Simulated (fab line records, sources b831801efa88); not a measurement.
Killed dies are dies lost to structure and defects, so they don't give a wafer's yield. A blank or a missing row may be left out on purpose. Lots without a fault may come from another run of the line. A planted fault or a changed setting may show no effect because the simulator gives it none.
fab line records | flow sky130
record lots=11 wafers=33 last_day=50
route steps=708 shown PWDE@53 NWELL@81 VT_ADJUST_HVTP@85 VT_ADJUST_LVTN@115 PAD_OPEN@708
lots that met no fault: from a run of the same line without faults
start_h: hours from the record's first day to the start of the lot's first wafer shown | wait_h: hours since the lot's step before | " the same as in the row above | L1.1+2: a row that stands for several wafers | - no value, or no start given | * or withheld: withheld | < > ~ a bound
route shown NAME@n: a module of which the file shows steps, and the number in the route of the first | usual: mean/standard deviation of fault-free wafers | same: alike in all rows | chamber/n: place in a boat | sites: the reading at each site | _std_site: their standard deviation | _edge_site: outer sites' mean less inner sites' | radius_mm: how far each site lies from the wafer's centre | mask NAME#n: copy n | behind: the tool/chamber that last shaped the wafer | hold: why the lot was held/for how many hours/how that ended | device: the transistor (n, p or np) that didn't switch | end of line: the same wafers' tests at the end of the route | a step without rows: its recipe alone | killed: dies lost to structure and defects at the first sort, not the wafer's yield | map: a wafer's dies, x killed, . not, _ none there
set.NAME: the setting as run; set.NAME@STEP: as run at that earlier step | model.NAME: the simulator's own value behind a step, which no gauge read
steps of the route over a sample of lots; a table a step, a row a wafer
services: from which hour (start_h, from the record's first day; less than 0 if before it) a tool's chamber was out of use, for how many hours, and why
## steps
# step SKY_PWDE_IMPLANT_08
# recipe species=B energy_kev=150 dose_cm2=3.6e+12 tilt_deg=withheld
# usual dose_ions_cm2=3.6e+12/3.7e+09 faraday_current_uA=20.3/0.37
# columns lot.wafer tool chamber start_h wait_h dose_ions_cm2 faraday_current_uA
L425.3 implanter-03 0 79.97 0.1 3.593e+12 20.4
L425.4 " 0 " " 3.597e+12 20.5
L425.5 " 0 " " 3.598e+12 20.3
L426.1 implanter-03 0 85.12 0.0 3.602e+12 20.3
L426.2 " 0 " " 3.607e+12 20.0
L426.5 " 0 " " 3.602e+12 20.1
L428.3 implanter-02 0 98.82 0.1 3.594e+12 20.0
L428.5 " 0 " " 3.598e+12 20.2
L428.6 " 0 " " 3.587e+12 20.3
L429.2 implanter-02 0 102.74 0.0 3.603e+12 20.5
L429.3 " 0 " " 3.601e+12 20.6
L429.5 " 0 " " 3.601e+12 19.8
L434.2 implanter-03 0 130.37 0.0 3.603e+12 19.7
L434.3 " 0 " " 3.6e+12 20.9
L434.5 " 0 " " 3.598e+12 20.2
L436.1 implanter-03 0 136.44 0.0 3.6e+12 20.0
L436.2 " 0 " " 3.601e+12 19.7
L436.5 " 0 " " 3.598e+12 20.5
L437.3 implanter-03 0 148.29 0.1 3.846e+12 21.3
L437.4 " 0 " " 3.849e+12 21.5
L437.5 " 0 " " 3.853e+12 21.7
L438.1 implanter-03 0 153.13 0.0 3.859e+12 22.0
L438.2 " 0 " " 3.848e+12 21.9
L438.3 " 0 " " 3.849e+12 21.3
L442.2 implanter-02 0 181.78 0.1 3.596e+12 20.9
L442.5 " 0 " " 3.598e+12 20.0
L442.6 " 0 " " 3.602e+12 20.2
L445.2 implanter-01 0 192.04 0.0 3.601e+12 20.6
L445.4 " 0 " " 3.601e+12 20.6
L445.5 " 0 " " 3.599e+12 19.9
L446.3 implanter-02 0 204.67 0.1 3.602e+12 20.7
L446.5 " 0 " " 3.606e+12 19.8
L446.6 " 0 " " 3.602e+12 20.3
# step SKY_PWDE_STRIP_09
# recipe chemistry=O2/N2 power_w=1400 pressure_mtorr=1500 platen_temp_c=withheld o2_flow_sccm=3000 n2_flow_sccm=300 overash_fraction=0.5
# usual drypump_motor_current_A=5.47/0.15 oes_product_au=0.722/0.0046 strip_time_to_endpoint_s=36.89/0.11
# columns lot.wafer tool chamber start_h wait_h drypump_motor_current_A oes_product_au rf_hours_counter_h strip_time_to_endpoint_s
L425.3 plasma_asher-04 0 80.10 0.1 5.69 0.728 - 36.65
L425.4 " 1 " " 5.40 0.726 - 36.74
L425.5 " 0 " " 5.70 0.729 - 36.75
L426.1 plasma_asher-02 0 85.27 0.1 5.46 0.725 41 36.79
L426.2 " 1 " " 5.54 0.717 41 36.73
L426.5 " 1 " " 5.53 0.724 - 36.78
L428.3 plasma_asher-04 0 98.95 0.1 5.70 0.721 - 37.06
L428.5 " 0 " " 5.69 0.720 - 37.00
L428.6 " 1 " " 5.40 0.727 - 37.10
L429.2 plasma_asher-04 0 102.87 0.1 5.68 0.727 40 36.78
L429.3 " 1 " " 5.39 0.719 - 36.69
L429.5 " 1 " " 5.40 0.722 - 36.80
L434.2 plasma_asher-04 0 130.49 0.1 5.68 0.715 44 36.90
L434.3 " 1 " " 5.38 0.717 - 36.99
L434.5 " 0 " " 5.70 0.723 - 36.84
L436.1 plasma_asher-04 0 136.59 0.1 5.73 0.722 44 36.92
L436.2 " 1 " " 5.41 0.720 44 37.00
L436.5 " 1 " " 5.36 0.719 - 36.85
L437.3 plasma_asher-01 0 148.43 0.1 5.46 0.714 - 36.96
L437.4 " 1 " " 5.24 0.727 - 36.94
L437.5 " 0 " " 5.46 0.721 - 37.00
L438.1 plasma_asher-01 1 153.28 0.1 5.21 0.727 45 36.91
L438.2 " 0 " " 5.47 0.726 45 36.70
L438.3 " 0 " " 5.45 0.721 - 36.77
L442.2 plasma_asher-02 0 181.90 0.1 5.48 0.723 5 36.97
L442.5 " 1 " " 5.53 0.714 - 37.00
L442.6 " 0 " " 5.48 0.734 - 37.00
L445.2 plasma_asher-02 1 192.17 0.1 5.49 0.733 6 36.97
L445.4 " 0 " " 5.48 0.722 - 36.93
L445.5 " 1 " " 5.49 0.724 - 37.01
L446.3 plasma_asher-01 0 204.80 0.1 5.47 0.722 - 36.63
L446.5 " 1 " " 5.22 0.722 - 36.72
L446.6 " 0 " " 5.45 0.726 - 36.96
# step SKY_NWELL_RTA_28
# recipe temp_c=1050 time_s=30 idle_temp_c=650 ramp_up_c_per_s=150 ramp_down_c_per_s=90 ambient=N2
# usual chamber_o2_ppm=1.999/0.023 lamp_power_pct=25.30/0.053 wafer_temp_C_max=1054.9/0.92
# columns lot.wafer tool chamber start_h wait_h chamber_o2_ppm lamp_power_pct wafer_temp_C_max
L425.3 rtp_anneal-02 0 116.21 0.0 1.983 25.29 1056.0
L425.4 " 0 " " 2.010 25.35 1054.7
L425.5 " 0 " " 1.978 25.28 1052.9
L426.1 rtp_anneal-02 0 121.18 0.0 1.985 25.31 1056.3
L426.2 " 0 " " 1.972 25.30 1054.1
L426.5 " 0 " " 1.972 25.35 1054.6
L428.3 rtp_anneal-02 0 134.88 0.0 2.023 25.25 1055.9
L428.5 " 0 " " 1.993 25.27 1054.1
L428.6 " 0 " " 1.980 25.27 1054.7
L429.2 rtp_anneal-01 0 139.71 0.0 1.999 25.25 1054.6
L429.3 " 0 " " 2.099 25.40 1054.6
L429.5 " 0 " " 2.017 25.27 1054.8
L434.2 rtp_anneal-02 0 169.25 0.0 2.027 25.34 1053.6
L434.3 " 0 " " 1.969 25.36 1055.0
L434.5 " 0 " " 2.017 25.28 1054.4
L436.1 rtp_anneal-02 0 176.60 0.0 2.004 25.30 1054.1
L436.2 " 0 " " 2.013 25.31 1055.4
L436.5 " 0 " " 1.976 25.33 1055.9
L437.3 rtp_anneal-02 0 189.33 0.0 2.034 25.17 1054.2
L437.4 " 0 " " 1.996 25.36 1054.6
L437.5 " 0 " " 2.036 25.25 1055.1
L438.1 rtp_anneal-02 0 195.23 0.0 1.984 25.22 1054.9
L438.2 " 0 " " 1.986 25.33 1054.8
L438.3 " 0 " " 1.991 25.26 1053.7
L442.2 rtp_anneal-01 0 225.32 0.0 2.016 25.28 1055.4
L442.5 " 0 " " 2.016 25.30 1055.7
L442.6 " 0 " " 1.992 25.26 1055.3
L445.2 rtp_anneal-02 0 237.07 0.0 2.003 25.39 1054.8
L445.4 " 0 " " 2.009 25.28 1054.1
L445.5 " 0 " " 2.026 25.24 1053.2
L446.3 rtp_anneal-01 0 250.96 0.0 1.989 25.34 1054.6
L446.5 " 0 " " 1.944 25.31 1054.1
L446.6 " 0 " " 2.003 25.34 1055.0
# step SKY_NWELL_RS_MEAS_31
# recipe thk_meas_gauge=four-point-probe
# usual PWDE_RS=5283/20
# columns lot.wafer tool chamber start_h wait_h hold PWDE_RS[ohm/sq]
L425.3 film_metro-01 - 116.56 0.1 - 5279
L425.4 " - " " - 5285
L425.5 " - " " - 5277
L426.1 film_metro-02 - 121.52 0.1 - 5277
L426.2 " - " " - 5282
L426.5 " - " " - 5277
L428.3 film_metro-01 - 135.23 0.1 - 5304
L428.5 " - " " - 5292
L428.6 " - " " - 5304
L429.2 film_metro-01 - 140.06 0.1 - 5296
L429.3 " - " " - 5312
L429.5 " - " " - 5319
L434.2 film_metro-04 - 169.59 0.1 - 5251
L434.3 " - " " - 5240
L434.5 " - " " - 5242
L436.1 film_metro-01 - 176.94 0.1 - 5271
L436.2 " - " " - 5270
L436.5 " - " " - 5251
L437.3 film_metro-01 - 189.68 0.1 await_dispo/0.2h/release 5004
L437.4 " - " " await_dispo/0.2h/release 5012
L437.5 " - " " await_dispo/0.2h/release 5023
L437.3 film_metro-01 - 189.96 0.3 - 5014
L437.4 " - " " - 5011
L437.5 " - " " - 5009
L438.1 film_metro-02 - 195.57 0.1 await_dispo/0.2h/release 5001
L438.2 " - " " await_dispo/0.2h/release 5001
L438.3 " - " " await_dispo/0.2h/release 5001
L438.1 film_metro-02 - 195.86 0.3 - 5002
L438.2 " - " " - 5004
L438.3 " - " " - 5000
L442.2 film_metro-01 - 225.66 0.1 - 5270
L442.5 " - " " - 5265
L442.6 " - " " - 5279
L445.2 film_metro-02 - 237.41 0.1 - 5271
L445.4 " - " " - 5268
L445.5 " - " " - 5268
L446.3 film_metro-04 - 251.31 0.1 - 5309
L446.5 " - " " - 5275
L446.6 " - " " - 5284
# step SKY_VT_ADJUST_HVTP_DEHYDRATE_00
# recipe temp_c=200 time_s=60
# columns lot.wafer tool chamber start_h wait_h hold
L425.3+4+5 litho_track-03 0 124.65 8.1 -
L426.1+2+5 litho_track-03 0 129.35 7.8 -
L428.3+5+6 litho_track-04 0 143.43 8.2 -
L429.2+3+5 litho_track-03 0 149.08 9.0 -
L434.2+3+5 litho_track-01 0 179.72 10.1 -
L436.1+2+5 litho_track-01 0 186.75 9.8 -
L437.3+4+5 litho_track-03 0 200.50 10.5 await_dispo/0.7h/release
L438.1+2+3 litho_track-03 0 206.10 10.2 await_dispo/2.6h/release
L442.2+5+6 litho_track-03 0 236.78 11.1 -
L445.2+4+5 litho_track-04 0 248.61 11.2 -
L446.3+5+6 litho_track-01 0 262.50 11.2 -
# step SKY_VT_ADJUST_LVTN_OVL_MEAS_18
# usual VT_ADJUST_LVTN_01_OVL=0.6/1.6
# columns lot.wafer tool chamber start_h wait_h VT_ADJUST_LVTN_01_OVL[nm]
L425.3 overlay-01 - 173.51 0.1 -3.7
L425.4 " - " " -3.1
L425.5 " - " " -2.8
L426.1 overlay-01 - 178.50 0.1 1.9
L426.2 " - " " 0.2
L426.5 " - " " 1.1
L428.3 overlay-02 - 194.67 0.1 1.8
L428.5 " - " " 3.9
L428.6 " - " " 2.2
L429.2 overlay-01 - 201.11 0.1 2.3
L429.3 " - " " 3.6
L429.5 " - " " 0.9
L434.2 overlay-01 - 235.96 0.1 1.3
L434.3 " - " " 1.4
L434.5 " - " " 0.9
L436.1 overlay-01 - 243.45 0.1 2.0
L436.2 " - " " 1.3
L436.5 " - " " 2.2
L437.3 overlay-02 - 259.71 0.1 -2.7
L437.4 " - " " -2.1
L437.5 " - " " -1.3
L438.1 overlay-02 - 264.66 0.1 0.5
L438.2 " - " " -0.2
L438.3 " - " " -2.0
L442.2 overlay-01 - 297.71 0.1 1.9
L442.5 " - " " 1.8
L442.6 " - " " 3.2
L445.2 overlay-01 - 310.46 0.1 2.5
L445.4 " - " " 2.5
L445.5 " - " " 0.4
L446.3 overlay-02 - 326.62 0.1 0.0
L446.5 " - " " -0.1
L446.6 " - " " -0.7
# step SKY_PAD_OPEN_PROBE_99
# usual killed_at_M0_to_M3=44/6.9 killed_at_M4_up=3.2/1.8 killed_at_contacts=23/5.2 killed_at_front_end=15/4.5 killed_at_other=0.3/0.56 killed_dies=85/8.8 killed_open=47/6.7 killed_short=39/6.4
# same gross_dies=492 killed_at_back_side=0
# columns lot.wafer tool chamber start_h wait_h killed_at_M0_to_M3 killed_at_M4_up killed_at_contacts killed_at_front_end killed_at_other killed_dies killed_open killed_short
L434.2 prober-01 - 1140.58 0.1 50 3 22 14 0 89 50 39
L437.3 prober-02 - 1157.14 0.2 39 4 30 6 1 80 51 29
L437.5 prober-02 - 1157.24 0.2 29 4 27 17 0 77 40 37
L438.1 prober-01 - 1162.12 0.1 39 4 30 11 0 84 44 40
L438.2 prober-01 - 1162.17 0.1 47 6 25 12 0 90 50 40
# killed by level:class
L434.2 CONTACT:geometric_particle:open=13 VIA1:geometric_particle:open=10 METAL1:geometric_particle:short=7 VIA1:geometric_particle:short=7 VIA3:geometric_particle:open=7 METAL2:geometric_particle:short=6 POLY_GATE:geometric_particle:open=5 FIELD_ISO:geometric_particle:open=4
L437.3 CONTACT:geometric_particle:open=14 VIA1:geometric_particle:open=9 VIA2:geometric_particle:open=9 LI_CONTACT:geometric_particle:open=8 VIA3:geometric_particle:open=6 CONTACT:geometric_particle:short=5 VIA1:geometric_particle:short=3 METAL2:geometric_particle:short=3
L437.5 CONTACT:geometric_particle:open=9 LI_CONTACT:geometric_particle:open=6 VIA1:geometric_particle:open=6 VIA2:geometric_particle:open=6 POLY_GATE:geometric_particle:short=5 CONTACT:geometric_particle:short=5 METAL1:geometric_particle:short=5 FIELD_ISO:geometric_particle:short=4
L438.1 CONTACT:geometric_particle:open=11 VIA1:geometric_particle:open=10 METAL2:geometric_particle:short=6 VIA3:geometric_particle:open=6 LI_CONTACT:geometric_particle:open=5 LOCAL_INTERCONNECT:geometric_particle:short=5 METAL1:geometric_particle:short=5 FIELD_ISO:geometric_particle:short=4
L438.2 VIA1:geometric_particle:open=14 CONTACT:geometric_particle:open=11 VIA3:geometric_particle:open=8 CONTACT:geometric_particle:short=7 VIA2:geometric_particle:open=7 FIELD_ISO:geometric_particle:short=6 VIA1:geometric_particle:short=4 METAL2:geometric_particle:short=4
## services
# columns tool chamber start_h hours kind
implanter-02 - 63.90 6.9 repair
plasma_asher-01 - 89.23 4.1 repair
plasma_asher-02 - 102.76 13.6 repair
implanter-03 - 114.09 0.8 repair
plasma_asher-02 - 116.40 9.0 pm
plasma_asher-02 0 116.40 9.0 vent_cycle
plasma_asher-02 1 116.40 9.0 vent_cycle
implanter-03 - 121.03 2.8 repair
plasma_asher-02 0 125.40 - clean
plasma_asher-02 1 125.40 - clean
plasma_asher-04 - 164.17 7.2 repair
implanter-02 - 169.68 9.3 repair
implanter-03 - 177.56 5.0 pm
rtp_anneal-01 - 178.76 1.2 pm
implanter-03 - 208.29 0.7 repair
implanter-03 - 254.79 6.2 pm
## key
first_sign step=SKY_PWDE_IMPLANT_08 reading=dose_ions_cm2 direction=up sigmas=68 usual=* struck=*
effect step=SKY_PWDE_IMPLANT_08 reading=faraday_current_uA direction=up sigmas=3.6 usual=20.3 struck=21.6
effect step=SKY_NWELL_RS_MEAS_31 reading=PWDE_RS direction=down sigmas=14 usual=5283 struck=5007
met_at SKY_PWDE_IMPLANT_08
struck_lots L437,L438
tester_left_out L437,L438
not_acting_at SKY_PWDE_STRIP_09,SKY_NWELL_RTA_28,SKY_VT_ADJUST_LVTN_OVL_MEAS_18
onset_between 136.44 148.29
fault kind=process_parameter_drift tool=implanter-03 chamber=- onset_h=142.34 steps=SKY_PWDE_IMPLANT_08 channel=dose_cm2 offset=* shape=step end_h=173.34 acts_in=* stated=*
# tester_left_out: of these lots the tester's yield and bins aren't shown, on N5 and GAA mostly nor the transistor test; their killed dies are dies lost to structure and defects alone, not to doping, threshold or leakage, so they don't give the yield
